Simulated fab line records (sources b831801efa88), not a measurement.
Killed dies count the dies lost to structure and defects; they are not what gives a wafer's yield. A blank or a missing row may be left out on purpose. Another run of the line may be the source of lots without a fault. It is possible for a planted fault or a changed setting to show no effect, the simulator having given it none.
Which of the tools did it? :: flow gf180mcu :: 39 wafers from 13 lots sampled at 7 of the route's 602 steps

== WHAT THE GAUGES READ, wafer by wafer ==
GF_STI_BOW_MEAS_00. Usual: INCOMING_BOW gives 0 um (standard deviation 6.5).
lot: L693
measured: day 1 20:01
on: film-metro-03
INCOMING_BOW (um): -6 14 2
flag: 

lot: L697
measured: day 2 16:02
on: film-metro-04
INCOMING_BOW (um): -1 3 3
flag: 

lot: L698
measured: day 2 21:02
on: film-metro-04
INCOMING_BOW (um): -3 -6 4
flag: 

lot: L699
measured: day 3 02:00
on: film-metro-03
INCOMING_BOW (um): 9 16 0
flag: 

lot: L701
measured: day 3 12:02
on: film-metro-03
INCOMING_BOW (um): 11 3 0
flag: 

lot: L702
measured: day 3 17:00
on: film-metro-02
INCOMING_BOW (um): 2 8 2
flag: 

lot: L703
measured: day 3 22:00
on: film-metro-04
INCOMING_BOW (um): -2 -1 -2
flag: 

lot: L704
measured: day 4 03:00
on: film-metro-02
INCOMING_BOW (um): -4 -9 4
flag: 

lot: L705
measured: day 4 08:05
on: film-metro-02
INCOMING_BOW (um): 2 13 -1
flag: 

lot: L706
measured: day 4 13:02
on: film-metro-04
INCOMING_BOW (um): -3 4 3
flag: 

lot: L707
measured: day 4 18:00
on: film-metro-02
INCOMING_BOW (um): -2 -9 -5
flag: 

lot: L708
measured: day 4 23:01
on: film-metro-03
INCOMING_BOW (um): 4 -4 3
flag: 

lot: L712
measured: day 5 19:00
on: film-metro-02
INCOMING_BOW (um): -10 -9 -11
flag: 

GF_NWELL_TW_MEAS_11. Usual: NWELL_TW gives 1566 (standard deviation 9.5).
lot: L693
measured: day 3 20:11
on: film-metro-04
NWELL_TW: 1555 1561 1549
flag: 

lot: L697
measured: day 4 17:16
on: film-metro-04
NWELL_TW: 1558 1561 1552
flag: 

lot: L698
measured: day 4 23:07
on: film-metro-01
NWELL_TW: 1565 1571 1571
flag: 

lot: L699
measured: day 5 05:23
on: film-metro-03
NWELL_TW: 1561 1573 1560
flag: 

lot: L701
measured: day 5 16:27
on: film-metro-04
NWELL_TW: 1558 1548 1560
flag: 

lot: L702
measured: day 5 20:02
on: film-metro-03
NWELL_TW: 1565 1553 1569
flag: 

lot: L703
measured: day 6 04:56
on: film-metro-03
NWELL_TW: 1562 1554 1561
flag: 

lot: L704
measured: day 6 08:08
on: film-metro-03
NWELL_TW: 1561 1559 1563
flag: 

lot: L705
measured: day 6 13:03
on: film-metro-04
NWELL_TW: 1555 1552 1556
flag: 

lot: L706
measured: day 6 17:43
on: film-metro-01
NWELL_TW: 1574 1579 1571
flag: 

lot: L707
measured: day 7 00:50
on: film-metro-04
NWELL_TW: 1547 1548 1548
flag: 

lot: L708
measured: day 7 05:21
on: film-metro-01
NWELL_TW: 1566 1567 1573
flag: 

lot: L712
measured: day 8 02:56
on: film-metro-03
NWELL_TW: 1578 1571 1568
flag: 

GF_MVPSD_OVL_MEAS_07. Usual: MVPSD_OVL gives 0.9 nm (standard deviation 1.2).
lot: L693
measured: day 5 15:34
on: overlay-01
MVPSD_OVL (nm): -0.7 1.8 1.1
flag: 

lot: L697
measured: day 6 12:58
on: overlay-02
MVPSD_OVL (nm): 0.9 1.5 2.8
flag: 

lot: L698
measured: day 6 18:43
on: overlay-02
MVPSD_OVL (nm): 1.6 2.6 1.6
flag: 

lot: L699
measured: day 7 02:20
on: overlay-02
MVPSD_OVL (nm): 0.7 1.0 -0.1
flag: 

lot: L701
measured: day 7 13:43
on: overlay-01
MVPSD_OVL (nm): -1.0 0.2 -0.5
flag: 

lot: L702
measured: day 7 17:36
on: overlay-02
MVPSD_OVL (nm): -0.2 1.6 0.0
flag: 

lot: L703
measured: day 8 03:35
on: overlay-02
MVPSD_OVL (nm): 1.5 2.6 0.5
flag: 

lot: L704
measured: day 8 08:15
on: overlay-02
MVPSD_OVL (nm): 0.5 1.2 0.1
flag: 

lot: L705
measured: day 8 12:14
on: overlay-01
MVPSD_OVL (nm): 1.4 1.3 1.4
flag: 

lot: L706
measured: day 8 17:42
on: overlay-02
MVPSD_OVL (nm): 0.1 2.1 -0.3
flag: 

lot: L707
measured: day 9 01:09
on: overlay-02
MVPSD_OVL (nm): - - -
flag: OFF

lot: L708
measured: day 9 07:12
on: overlay-02
MVPSD_OVL (nm): 2.7 3.0 2.0
flag: 

lot: L712
measured: day 10 06:53
on: overlay-02
MVPSD_OVL (nm): 1.6 1.8 1.6
flag: 

GF_MVPSD_TW_MEAS_11. Usual: MVPSD_TW gives 551 (standard deviation 3.7).
lot: L693
measured: day 5 16:00
on: film-metro-01
MVPSD_TW: 554 558 554
flag: 

lot: L697
measured: day 6 13:24
on: film-metro-04
MVPSD_TW: 551 550 549
flag: 

lot: L698
measured: day 6 19:09
on: film-metro-01
MVPSD_TW: 553 553 552
flag: 

lot: L699
measured: day 7 02:46
on: film-metro-03
MVPSD_TW: 544 548 548
flag: 

lot: L701
measured: day 7 14:09
on: film-metro-03
MVPSD_TW: 546 546 548
flag: 

lot: L702
measured: day 7 18:02
on: film-metro-03
MVPSD_TW: 549 548 546
flag: 

lot: L703
measured: day 8 04:02
on: film-metro-03
MVPSD_TW: 547 548 547
flag: 

lot: L704
measured: day 8 08:41
on: film-metro-01
MVPSD_TW: 551 552 553
flag: 

lot: L705
measured: day 8 12:41
on: film-metro-04
MVPSD_TW: 546 551 549
flag: 

lot: L706
measured: day 8 18:08
on: film-metro-01
MVPSD_TW: 554 552 555
flag: 

lot: L707
measured: day 9 01:35
on: film-metro-01
MVPSD_TW: 30 30 30
flag: OFF

lot: L708
measured: day 9 07:38
on: film-metro-04
MVPSD_TW: 556 559 555
flag: 

lot: L712
measured: day 10 07:19
on: film-metro-01
MVPSD_TW: 548 544 545
flag: 

GF_VT_IMPLANT_TW_MEAS_10. Usual: VT_IMPLANT_TW gives 560 (standard deviation 3.7).
lot: L693
measured: day 6 06:47
on: film-metro-02
VT_IMPLANT_TW: 557 552 553
flag: 

lot: L697
measured: day 7 04:52
on: film-metro-01
VT_IMPLANT_TW: 563 563 562
flag: 

lot: L698
measured: day 7 10:31
on: film-metro-03
VT_IMPLANT_TW: 560 560 562
flag: 

lot: L699
measured: day 7 19:11
on: film-metro-01
VT_IMPLANT_TW: 569 568 567
flag: 

lot: L701
measured: day 8 06:21
on: film-metro-02
VT_IMPLANT_TW: 560 562 558
flag: 

lot: L702
measured: day 8 10:41
on: film-metro-02
VT_IMPLANT_TW: 559 559 560
flag: 

lot: L703
measured: day 8 20:26
on: film-metro-03
VT_IMPLANT_TW: 560 561 558
flag: 

lot: L704
measured: day 9 00:41
on: film-metro-03
VT_IMPLANT_TW: 556 561 559
flag: 

lot: L705
measured: day 9 05:38
on: film-metro-03
VT_IMPLANT_TW: 556 557 559
flag: 

lot: L706
measured: day 9 11:28
on: film-metro-01
VT_IMPLANT_TW: 562 567 564
flag: 

lot: L707
measured: day 9 19:02
on: film-metro-02
VT_IMPLANT_TW: 687 683 684
flag: OFF

lot: L708
measured: day 10 00:45
on: film-metro-02
VT_IMPLANT_TW: 560 558 559
flag: 

lot: L712
measured: day 11 01:59
on: film-metro-01
VT_IMPLANT_TW: 564 564 567
flag: 

== WHAT TOOL EACH LOT RAN ON (gives the tool, then ch and the chambers of the sampled wafers, and finally the start) ==
lot: L693
GF_LVPWELL_STRIP_10: plasma-asher-04 ch 0,1, day 4 10:32
GF_MVPSD_EXPOSE_04: iline-stepper-01 ch 0, day 5 08:38

lot: L697
GF_LVPWELL_STRIP_10: plasma-asher-02 ch 0,1, day 5 07:37
GF_MVPSD_EXPOSE_04: iline-stepper-01 ch 0, day 6 05:56

lot: L698
GF_LVPWELL_STRIP_10: plasma-asher-01 ch 0,1, day 5 13:52
GF_MVPSD_EXPOSE_04: iline-stepper-01 ch 0, day 6 11:22

lot: L699
GF_LVPWELL_STRIP_10: plasma-asher-01 ch 0,1, day 5 20:13
GF_MVPSD_EXPOSE_04: iline-stepper-02 ch 0, day 6 19:04

lot: L701
GF_LVPWELL_STRIP_10: plasma-asher-04 ch 0,1, day 6 07:43
GF_MVPSD_EXPOSE_04: iline-stepper-01 ch 0, day 7 05:57

lot: L702
GF_LVPWELL_STRIP_10: plasma-asher-01 ch 0,1, day 6 10:35
GF_MVPSD_EXPOSE_04: iline-stepper-01 ch 0, day 7 09:54

lot: L703
GF_LVPWELL_STRIP_10: plasma-asher-04 ch 1, day 6 20:13
GF_MVPSD_EXPOSE_04: iline-stepper-01 ch 0, day 7 19:30

lot: L704
GF_LVPWELL_STRIP_10: plasma-asher-01 ch 1, day 7 00:14
GF_MVPSD_EXPOSE_04: iline-stepper-02 ch 0, day 8 00:11

lot: L705
GF_LVPWELL_STRIP_10: plasma-asher-02 ch 0,1, day 7 03:53
GF_MVPSD_EXPOSE_04: iline-stepper-02 ch 0, day 8 04:16

lot: L706
GF_LVPWELL_STRIP_10: plasma-asher-01 ch 0,1, day 7 09:28
GF_MVPSD_EXPOSE_04: iline-stepper-02 ch 0, day 8 10:20

lot: L707
GF_LVPWELL_STRIP_10: plasma-asher-02 ch 0,1, day 7 16:19
GF_MVPSD_EXPOSE_04: iline-stepper-01 ch 0, day 8 16:31

lot: L708
GF_LVPWELL_STRIP_10: plasma-asher-02 ch 0,1, day 7 21:26
GF_MVPSD_EXPOSE_04: iline-stepper-02 ch 0, day 8 22:38

lot: L712
GF_LVPWELL_STRIP_10: plasma-asher-02 ch 0,1, day 8 19:43
GF_MVPSD_EXPOSE_04: iline-stepper-01 ch 0, day 9 22:25
- GF_LVPWELL_STRIP_10: strips in O2/N2.
- GF_MVPSD_EXPOSE_04: exposes mask MVPSD, target cd 1000 nm.

== AS READ BY THE TOOLS THEMSELVES (means over the sampled wafers that have a number; for cases with no such wafer, the mark the record gives instead) ==
GF_LVPWELL_STRIP_10. Usual: drypump-motor-current-A 5.8 A, standard deviation 0.48; heater-power-w 364 W, standard deviation 36; oes-product-au 0.723 a.u., standard deviation 0.0043; strip-time-to-endpoint-s 36.98 s, standard deviation 0.1.
lot: L693
tool: plasma-asher-04
drypump-motor-current-A (A): 5.6
heater-power-w (W): 407
oes-product-au (a.u.): 0.722
strip-time-to-endpoint-s (s): 36.84
flag: 

lot: L697
tool: plasma-asher-02
drypump-motor-current-A (A): 6.4
heater-power-w (W): 350
oes-product-au (a.u.): 0.723
strip-time-to-endpoint-s (s): 36.81
flag: 

lot: L698
tool: plasma-asher-01
drypump-motor-current-A (A): 5.6
heater-power-w (W): 358
oes-product-au (a.u.): 0.724
strip-time-to-endpoint-s (s): 37.08
flag: 

lot: L699
tool: plasma-asher-01
drypump-motor-current-A (A): 5.4
heater-power-w (W): 333
oes-product-au (a.u.): 0.722
strip-time-to-endpoint-s (s): 36.88
flag: 

lot: L701
tool: plasma-asher-04
drypump-motor-current-A (A): 5.6
heater-power-w (W): 409
oes-product-au (a.u.): 0.723
strip-time-to-endpoint-s (s): 37.13
flag: 

lot: L702
tool: plasma-asher-01
drypump-motor-current-A (A): 5.6
heater-power-w (W): 359
oes-product-au (a.u.): 0.719
strip-time-to-endpoint-s (s): 36.99
flag: 

lot: L703
tool: plasma-asher-04
drypump-motor-current-A (A): 5.6
heater-power-w (W): 413
oes-product-au (a.u.): 0.722
strip-time-to-endpoint-s (s): 36.88
flag: 

lot: L704
tool: plasma-asher-01
drypump-motor-current-A (A): 5.8
heater-power-w (W): 376
oes-product-au (a.u.): 0.719
strip-time-to-endpoint-s (s): 36.95
flag: 

lot: L705
tool: plasma-asher-02
drypump-motor-current-A (A): 6.1
heater-power-w (W): 337
oes-product-au (a.u.): 0.723
strip-time-to-endpoint-s (s): 36.90
flag: 

lot: L706
tool: plasma-asher-01
drypump-motor-current-A (A): 5.4
heater-power-w (W): 330
oes-product-au (a.u.): 0.723
strip-time-to-endpoint-s (s): 37.06
flag: 

lot: L707
tool: plasma-asher-02
drypump-motor-current-A (A): 6.0
heater-power-w (W): 335
oes-product-au (a.u.): 0.724
strip-time-to-endpoint-s (s): 37.07
flag: 

lot: L708
tool: plasma-asher-02
drypump-motor-current-A (A): 6.0
heater-power-w (W): 339
oes-product-au (a.u.): 0.722
strip-time-to-endpoint-s (s): 37.08
flag: 

lot: L712
tool: plasma-asher-02
drypump-motor-current-A (A): 6.4
heater-power-w (W): 340
oes-product-au (a.u.): 0.725
strip-time-to-endpoint-s (s): 36.86
flag: 

== THE ANSWER, worked out from the rows above alone ==
Rule: lot off if the mean of its wafers having a number is beyond 3 standard deviations from the usual mean. A lot without any number at a reading at which 4 lots or more have one is off too. Any other lot the step has rows for is counted as sound. First the gauges in route order, then the tools' own readings, where a lot's mean is used as printed above. At the first step where some lot is off, the reading lying furthest off is the one used; lots without a number count as furthest.
Off: L707, seen at GF_MVPSD_OVL_MEAS_07 (MVPSD_OVL). Without a number there: L707.
If a tool, at a process step before that reading, ran all the lots that are off and no sound lot after the first of them, it fits. Not tried: the gauges at GF_MVPSD_OVL_MEAS_07; whatever is off there is also off at GF_MVPSD_TW_MEAS_11, on other tools, and gauge error can't account for it. No candidate that was tried fits.

== WHAT HAD BEEN PUT IN BY THE SIMULATOR ==
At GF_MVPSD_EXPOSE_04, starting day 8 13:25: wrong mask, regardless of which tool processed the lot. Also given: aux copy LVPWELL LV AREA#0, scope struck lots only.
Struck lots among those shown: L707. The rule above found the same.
